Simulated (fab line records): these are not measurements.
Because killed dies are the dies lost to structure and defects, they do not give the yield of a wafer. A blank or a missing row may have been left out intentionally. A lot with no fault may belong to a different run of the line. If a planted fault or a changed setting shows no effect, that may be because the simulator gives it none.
Comparing a struck lot with a sound one -- flow sky130 -- 22 out of 708 route steps
Sound: the wafers L267.2, L267.3, L267.4. Struck: wafers L270.1, L270.2, L270.3. The cause is named last.
Each step with rows lists, per side, the tool, then ch with its chambers, then its first start. Under that, the readings that differ: sound wafers -- struck wafers -- difference of the means -- sigmas: that difference in standard deviations of wafers without a fault.
alike: a reading whose means differ by less than 2 such deviations, as well as words and numbers matching on both sides. not compared: withheld readings; readings where some wafer has no value; bounds like >300 that might hide an equal value; numbers whose values overlap and for which the record gives no deviation.
A row with sigmas, a row that says differs or no value, or rows on one side alone: a step with any of these is where the two part. Numbers that don't overlap but have no deviation are shown without sigmas and don't part them. A reading that every wafer of one side lacks parts them only if that side has two wafers or more.

first, 1 step without rows for these wafers: SKY_POLY_GATE_OXIDATION_20 (stabilise 600 s, purge 300 s, target thk 4 nm).
SKY_POLY_GATE_THK_MEAS_21:
  sound: film-metro-01 at day 19 10:01; struck: film-metro-02 at day 20 08:10
  alike: POLY_GATE_OXIDATION_THK
SKY_POLY_GATE_CD_MEAS_22:
  sound: cd-sem-01 at day 19 10:05; struck: cd-sem-02 at day 20 08:13
  alike: cd-nm
then, 7 steps without rows for these wafers: SKY_LDD_N_DEHYDRATE_00 (time 60 s); SKY_LDD_N_HMDS_01 (prime time 60 s); SKY_LDD_N_COAT_02 (resist thk 300 nm); SKY_LDD_N_SOFTBAKE_03 (time 60 s); SKY_LDD_N_EXPOSE_04 (exposes mask NTM, target cd 840 nm); SKY_LDD_N_PEB_05; SKY_LDD_N_DEVELOP_06 (develop time 58.15 s).
SKY_LDD_N_OVL_MEAS_07:
  sound: overlay-02 at day 20 16:10; struck: overlay-01 at day 21 14:56
  alike: LDD_N_OVL
next, for these wafers, 1 step has no rows: SKY_LDD_N_IMPLANT_08.
SKY_LDD_N_IMPLANT_09:
  sound on implanter-04 ch 0, day 20 16:22; struck on implanter-02 ch 0, day 21 15:08
reading,sound,struck,difference,sigmas
beam-on-s (s),10.12 9.47 9.73,12.39 12.33 12.09,+2.50,+12
faraday-current-uA,416 446 435,343 346 350,-86,-10
then, 6 steps without rows for these wafers: SKY_LDD_N_IMPLANT_10; SKY_LDD_N_IMPLANT_11; SKY_LDD_N_IMPLANT_12; SKY_LDD_N_IMPLANT_13; SKY_LDD_N_IMPLANT_14; SKY_LDD_N_IMPLANT_15.
SKY_LDD_N_STRIP_16: strips in O2/N2.
  sound on plasma-asher-03 ch 0,1, day 20 17:24; struck on plasma-asher-03 ch 0,1, day 21 16:11
reading,sound,struck,difference,sigmas
strip-time-to-endpoint-s (s),4.312 4.315 4.338,4.347 4.360 4.367,+0.036,+2
  alike: drypump-motor-current-A, oes-product-au
  not compared: rf-hours-counter-h
SKY_LDD_N_TW_MEAS_17:
  sound: film-metro-04 at day 20 17:31; struck: film-metro-01 at day 21 16:17
  alike: LDD_N_TW
-- a jump in the record: the struck wafers' starts before and after are 27 days apart (it breaks off in module LDD_N and resumes in module PAD_OPEN, where the first step shown is number 708 of the route) --
SKY_PAD_OPEN_PROBE_99:
  sound: prober-01 at day 47 18:35; struck: prober-01 at day 48 06:50
reading,sound,struck,difference,sigmas
killed_at_M4_up,1 0 1,4 8 1,+4,+2
killed-at-other,1 1 1,0 0 0,-1,-2
model.etest.tip-n.rs-ohm-sq,445.6 445.1 442.6,428.9 431.7 433.4,-13.1,
  alike: killed_at_M0_to_M3, killed-at-contacts, killed-at-front-end, killed-dies, killed-on-rim, killed-open, killed-short

## WHERE THEY PART
Earliest at SKY_LDD_N_IMPLANT_09; latest, in this record, at SKY_PAD_OPEN_PROBE_99.

WHY: the cause the simulator had injected
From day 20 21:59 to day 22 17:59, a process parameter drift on implanter-02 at SKY_LDD_N_IMPLANT_09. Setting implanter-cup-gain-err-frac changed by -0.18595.
